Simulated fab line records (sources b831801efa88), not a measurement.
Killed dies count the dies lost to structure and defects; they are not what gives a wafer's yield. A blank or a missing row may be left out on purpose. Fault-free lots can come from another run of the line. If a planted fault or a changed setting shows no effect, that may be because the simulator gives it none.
Check of tool commonality	flow sky130	Sample size 10 lots and 30 wafers

## WHY IT WAS OPENED
At SKY_LOCAL_INTERCONNECT_RS_MEAS_01 the reading LOCAL_INTERCONNECT_TIN_RS is flagged on 2 of 10 lots. No-fault wafers: 14.25 ohm/sq, standard deviation 0.17.
Rule: flag the lot when none of its wafers has a number, or when each of its wafers that has one lies beyond 4 standard deviations from that mean. All remaining lots are regarded as sound.

lot	measured	on	LOCAL_INTERCONNECT_TIN_RS (ohm/sq), wafer by wafer	flag
L186	day 30 18:42	filmMetro-04	14.25 14.41 14.34	
L185	day 30 20:33	filmMetro-04	14.32 14.18 14.40	
L188	day 31 05:05	filmMetro-03	14.34 14.23 14.21	
L190	day 31 15:08	filmMetro-04	16.97 16.80 17.18	FLAGGED
L192	day 32 14:05	filmMetro-04	17.19 17.11 17.17	FLAGGED
L193	day 32 23:08	filmMetro-04	14.15 14.26 14.28	
L197	day 34 01:40	filmMetro-04	14.16 14.17 13.95	
L200	day 34 19:27	filmMetro-04	14.36 14.60 14.53	
L201	day 35 03:41	filmMetro-02	14.28 14.38 14.21	
L206	day 36 17:38	filmMetro-03	14.21 14.34 14.23	
Average over the flagged lots: 17.07 ohm/sq; offset from the usual +2.82 ohm/sq, equal to +17 standard deviations.

## WHICH TOOL RAN EACH LOT
3 process steps preceding the reading are held in the record, out of 708 steps in the route. Each cell gives the tool, then ch followed by the chambers the sampled wafers passed through, then the start.
lot	flag	SKY_LI_CONTACT_SPUTTER_19	SKY_LI_CONTACT_SPUTTER_20	SKY_LOCAL_INTERCONNECT_SPUTTER_00
L186		pvdSputter-01, day 30 17:52	pvdSputter-01, day 30 17:57	pvdSputter-04, day 30 18:37
L185		pvdSputter-03, day 30 19:43	pvdSputter-03, day 30 19:48	pvdSputter-02, day 30 20:28
L188		pvdSputter-03, day 31 04:16	pvdSputter-03, day 31 04:21	pvdSputter-04, day 31 05:01
L190	FLAGGED	pvdSputter-04, day 31 14:19	pvdSputter-04, day 31 14:24	pvdSputter-02, day 31 15:04
L192	FLAGGED	pvdSputter-01, day 32 13:17	pvdSputter-01, day 32 13:22	pvdSputter-02, day 32 14:02
L193		pvdSputter-03, day 32 22:20	pvdSputter-03, day 32 22:25	pvdSputter-04, day 32 23:05
L197		pvdSputter-04, day 34 00:52	pvdSputter-04, day 34 00:56	pvdSputter-03, day 34 01:36
L200		pvdSputter-01, day 34 18:36	pvdSputter-01, day 34 18:41	pvdSputter-04, day 34 19:21
L201		pvdSputter-01, day 35 02:52	pvdSputter-01, day 35 02:57	pvdSputter-04, day 35 03:37
L206		pvdSputter-04, day 36 16:21	pvdSputter-04, day 36 16:25	pvdSputter-03, day 36 17:32
What these steps do:
- SKY_LI_CONTACT_SPUTTER_19: material Ti, target thk 20 nm, time 106.37 s.
- SKY_LI_CONTACT_SPUTTER_20: material TiN, target thk 20 nm, time 80 s.
- SKY_LOCAL_INTERCONNECT_SPUTTER_00: material TiN, target thk 100 nm, time 83.3 s.
- SKY_LOCAL_INTERCONNECT_RS_MEAS_01: measures by four-point-probe.

## FLAGGED AGAINST TOTAL, ONE TOOL AT A TIME (gauges that did the reading follow at the end)
step	tool	lots run	flagged	share of the flagged lots	sound lots run after its first flagged lot
SKY_LI_CONTACT_SPUTTER_19	pvdSputter-01	4	1	some	2 (L200,L201)
SKY_LI_CONTACT_SPUTTER_19	pvdSputter-03	3	0	none	-
SKY_LI_CONTACT_SPUTTER_19	pvdSputter-04	3	1	some	2 (L197,L206)
SKY_LI_CONTACT_SPUTTER_20	pvdSputter-01	4	1	some	2 (L200,L201)
SKY_LI_CONTACT_SPUTTER_20	pvdSputter-03	3	0	none	-
SKY_LI_CONTACT_SPUTTER_20	pvdSputter-04	3	1	some	2 (L197,L206)
SKY_LOCAL_INTERCONNECT_SPUTTER_00	pvdSputter-02	3	2	all	0
SKY_LOCAL_INTERCONNECT_SPUTTER_00	pvdSputter-03	2	0	none	-
SKY_LOCAL_INTERCONNECT_SPUTTER_00	pvdSputter-04	5	0	none	-
SKY_LOCAL_INTERCONNECT_RS_MEAS_01	filmMetro-02	1	0	none	-
SKY_LOCAL_INTERCONNECT_RS_MEAS_01	filmMetro-03	2	0	none	-
SKY_LOCAL_INTERCONNECT_RS_MEAS_01	filmMetro-04	7	2	all	3 (L193,L197,L200)

## WHAT THE TABLE ALLOWS
In 2 table rows, all flagged lots were run: pvdSputter-02 (SKY_LOCAL_INTERCONNECT_SPUTTER_00), filmMetro-04 (SKY_LOCAL_INTERCONNECT_RS_MEAS_01).
- pvdSputter-02 at SKY_LOCAL_INTERCONNECT_SPUTTER_00 ran 3 lots, 2 of them flagged. It ran its last sound lot, L185, at day 30 20:28 and its first flagged lot, L190, at day 31 15:04: a fault with its onset between the two fits.
- filmMetro-04 at SKY_LOCAL_INTERCONNECT_RS_MEAS_01 ran 7 lots, 2 of them flagged. After the first flagged lot (L193, L197, L200), sound lots still ran on it; a lasting fault on the whole tool would not permit that.
pvdSputter-02 at SKY_LOCAL_INTERCONNECT_SPUTTER_00 is the single tool remaining.

## WHAT THE SIMULATOR HAD PUT IN
Site profile drift: pvdSputter-02, from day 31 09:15 on, at SKY_LOCAL_INTERCONNECT_SPUTTER_00. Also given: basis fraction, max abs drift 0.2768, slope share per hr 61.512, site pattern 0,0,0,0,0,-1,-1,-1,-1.
Shown lots that were struck: L190, L192. Same finding as the rule above.
